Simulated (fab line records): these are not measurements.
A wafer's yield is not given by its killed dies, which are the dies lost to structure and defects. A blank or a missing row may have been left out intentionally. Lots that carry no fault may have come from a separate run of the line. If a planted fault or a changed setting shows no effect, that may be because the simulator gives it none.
What tool caused it? || flow sky130 || route of 708 steps, sampled at 1 step: 11 lots, 33 wafers

== WHAT THE GAUGES READ, wafer by wafer ==
SKY_POLY_GATE_THK_MEAS_01.
{"lot": "L842", "measured": "day 15 15:41", "on": "filmMetro-02", "POLY_GATE_CVD_00_THK (nm)": "181.3 180.7 180.2"}
{"lot": "L841", "measured": "day 15 18:44", "on": "filmMetro-01", "POLY_GATE_CVD_00_THK (nm)": "178.5 178.9 179.0"}
{"lot": "L845", "measured": "day 16 11:37", "on": "filmMetro-01", "POLY_GATE_CVD_00_THK (nm)": "178.3 178.6 177.9"}
{"lot": "L847", "measured": "day 17 17:32", "on": "filmMetro-04", "POLY_GATE_CVD_00_THK (nm)": "179.1 178.0 178.9"}
{"lot": "L848", "measured": "day 17 21:39", "on": "filmMetro-02", "POLY_GATE_CVD_00_THK (nm)": "181.0 181.9 180.4"}
{"lot": "L851", "measured": "day 18 21:22", "on": "filmMetro-01", "POLY_GATE_CVD_00_THK (nm)": "182.7 180.2 182.0"}
{"lot": "L853", "measured": "day 19 17:35", "on": "filmMetro-01", "POLY_GATE_CVD_00_THK (nm)": "178.0 179.4 179.8"}
{"lot": "L854", "measured": "day 20 03:19", "on": "filmMetro-01", "POLY_GATE_CVD_00_THK (nm)": "177.4 176.2 176.3"}
{"lot": "L858", "measured": "day 21 08:18", "on": "filmMetro-02", "POLY_GATE_CVD_00_THK (nm)": "178.7 178.1 178.2"}
{"lot": "L860", "measured": "day 21 23:58", "on": "filmMetro-02", "POLY_GATE_CVD_00_THK (nm)": "179.3 178.8 179.4"}
{"lot": "L862", "measured": "day 23 04:18", "on": "filmMetro-04", "POLY_GATE_CVD_00_THK (nm)": "179.8 178.6 179.9"}

== WHAT TOOL EACH LOT RAN ON (gives the tool, then ch and the chambers of the sampled wafers, and finally the start) ==
Before these readings, the record contains no process step.

== THE ANSWER, worked out from the rows above alone ==
Rule: the usual values come from the lots themselves. Put in order of their means at a reading, lots are off if they are a third of the lots or fewer, leave a main group of 4 or more, and stand apart from it by a gap of 3 or more times the standard deviation of the main group's means; of several such gaps the widest counts. A main group whose means are all the same, to the digits that the tables above print for the reading, isn't used. A lot without any number at a reading at which 4 lots or more have one is off too. All remaining lots with rows at the step are treated as sound.
Nothing can be told from this: no lot is off at any reading shown.

== WHAT THE SIMULATOR HAD PUT IN ==
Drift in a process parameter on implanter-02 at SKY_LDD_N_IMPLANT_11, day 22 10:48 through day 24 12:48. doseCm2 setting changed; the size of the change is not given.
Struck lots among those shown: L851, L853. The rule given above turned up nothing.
